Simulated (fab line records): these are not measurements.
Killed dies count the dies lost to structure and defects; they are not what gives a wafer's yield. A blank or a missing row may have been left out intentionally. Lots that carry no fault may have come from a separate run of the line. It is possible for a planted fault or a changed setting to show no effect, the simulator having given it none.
Struck lot and sound lot, side by side | flow sky130 | 37 out of 708 route steps
Sound: these wafers, L935.1, L935.4, L935.6. Struck: wafers L934.1, L934.4, L934.5. Last of all comes the cause.
Order at every step that has rows: each side's tool, ch and its chambers, its first start. Under that, the readings that differ: sound wafers | struck wafers | difference of the means | sigmas: that difference in standard deviations of wafers without a fault.
alike: readings whose means differ by less than 2 such deviations, and words and numbers that are the same on both sides. not compared: withheld readings, readings that some wafer has no value for, bounds like >300 that may hide the same value, and numbers for which the record gives no deviation and whose values overlap.
Wherever a step has rows on one side only, a row that says differs or no value, or a row with sigmas, the two part there. Non-overlapping numbers with no deviation appear without sigmas and do not part them. A reading missing from all wafers of one side parts the sides only when that side holds two or more wafers.

first, 10 steps without rows for these wafers: SKY_VIA3_ETCH_15 (etches SiO2 in C4F8/O2/Ar, stops on TiN, target depth 507 nm, time 78 s); SKY_VIA3_STRIP_16 (strips in O2/N2); SKY_VIA3_STRIP_17 (strips in post etch residue remover, time 1200 s); SKY_VIA3_CLEAN_18 (cleans in IPA, time 180 s); SKY_VIA3_CLEAN_19 (cleans in O3/DIW); SKY_VIA3_SPUTTER_20 (material TiN, target thk 20 nm, time 80 s); SKY_VIA3_CVD_21 (deposits W, target thk 390 nm, time 117.31 s); SKY_VIA3_CMP_24 (polishes, stops on SiO2, t overpolish 20 s, target thk 0 nm); SKY_METAL4_SPUTTER_00 (material Ti, target thk 15 nm, time 10 s); SKY_METAL4_SPUTTER_01 (material TiN, target thk 20 nm, time 16.7 s).
SKY_METAL4_SPUTTER_02: material AlCu, target thk 735 nm, time 39.1 s.
  sound: pvdSputter-04 at day 46 05:09; struck: pvdSputter-02 at day 45 16:28
reading                                    | sound                | struck               | difference | sigmas
chamberPressurePa (Pa)                     | 0.4014 0.4014 0.3993 | 0.3631 0.3628 0.3653 | -0.0370    | -49
throttleValvePct (%)                       | 30.8 31.2 29.7       | 31.9 31.7 32.9       | +1.6       | +2
model.AlCu_of_METAL4_SPUTTER_02.thkNm (nm) | 732.2 732.7 738.1    | 747.8 751.8 751.2    | +15.9      | 
then, 24 steps without rows for these wafers: SKY_METAL4_SPUTTER_03 (material Ti, target thk 5 nm, time 3.3 s); SKY_METAL4_SPUTTER_04 (material TiN, target thk 70 nm, time 58.3 s); SKY_CAP2M_CVD_00 (deposits SiO2, target thk 15.5 nm); SKY_CAP2M_SPUTTER_02 (material TiN, target thk 200 nm, time 166.7 s); SKY_CAP2M_DEHYDRATE_05 (time 60 s); SKY_CAP2M_HMDS_06 (prime time 60 s); SKY_CAP2M_COAT_07 (resist thk 1140 nm); SKY_CAP2M_SOFTBAKE_08 (time 60 s); SKY_CAP2M_EXPOSE_09 (exposes mask CAP2M, target cd 1000 nm); SKY_CAP2M_PEB_10; SKY_CAP2M_DEVELOP_11 (develop time 60 s); SKY_CAP2M_METAL_ETCH_13 (etches TiN in Cl2/BCl3, stops on SiO2, target depth 220 nm, time 62.9 s); SKY_CAP2M_STRIP_14 (strips in O2/N2); SKY_CAP2M_STRIP_15 (strips in post etch residue remover, time 1200 s); SKY_CAP2M_CLEAN_16 (cleans in IPA, time 180 s); SKY_CAP2M_CLEAN_17 (cleans in O3/DIW); SKY_METAL4_DEHYDRATE_05 (time 60 s); SKY_METAL4_HMDS_06 (prime time 60 s); SKY_METAL4_COAT_07 (resist thk 60 nm); SKY_METAL4_COAT_08 (resist thk 1140 nm); SKY_METAL4_SOFTBAKE_09 (time 90 s); SKY_METAL4_EXPOSE_10 (exposes mask MM4, target cd 300 nm); SKY_METAL4_PEB_11; SKY_METAL4_DEVELOP_12 (develop time 60 s).
SKY_METAL4_METAL_ETCH_18: etches the open film in Cl2/BCl3, stops on SiO2, target depth 845 nm, time 183.1 s.
  sound on rieMetal-03 ch 0,1, day 47 21:59; struck on rieMetal-03 ch 1, day 47 10:04
reading                          | sound             | struck            | difference | sigmas
oesProductAu (a.u.)              | 0.867 0.863 0.861 | 0.878 0.877 0.871 | +0.012     | +2
model.METAL4.featureDepthNm (nm) | 862.4 862.7 868.4 | 879 883 882.1     | +17        | 
model.etch.depthNm (nm)          | 862.4 862.7 868.4 | 879 883 882.1     | +17        | 
  alike: drypumpMotorCurrentA, throttleValvePct
  not compared: rfHoursCounterH
-- the record jumps here: 3 days lie between the struck wafers' starts before and after (it left off in module METAL4 and takes up again in module PAD_OPEN, whose first step shown is number 708 of the route) --
SKY_PAD_OPEN_PROBE_99:
  sound: prober-01 at day 51 00:40; struck: prober-02 at day 50 15:53
reading                  | sound                   | struck                  | difference | sigmas
model.etest.met4.rsOhmSq | 0.04301 0.04299 0.04249 | 0.04241 0.04164 0.04178 | -0.00089   | 
  alike: defectLimitedYield, killed_at_M0_to_M3, killed_at_M4_up, killedAtContacts, killedAtFrontEnd, killedAtOther, killedDies, killedOnRim, killedOpen, killedShort, sort_bin_3_pad_short, sort_bin_5_function, sort_bin_6_memory, sortNPass, sortYieldPct

## WHERE THEY PART
At SKY_METAL4_SPUTTER_02 first; at SKY_METAL4_METAL_ETCH_18 last (within this record only). Later steps at which nothing parts them and some readings are alike: SKY_PAD_OPEN_PROBE_99.

WHY: what had been put in by the simulator
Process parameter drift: pvdSputter-02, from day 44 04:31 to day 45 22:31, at SKY_METAL4_SPUTTER_02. Setting chamberPressurePa shifted by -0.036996 from 0.4. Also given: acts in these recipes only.
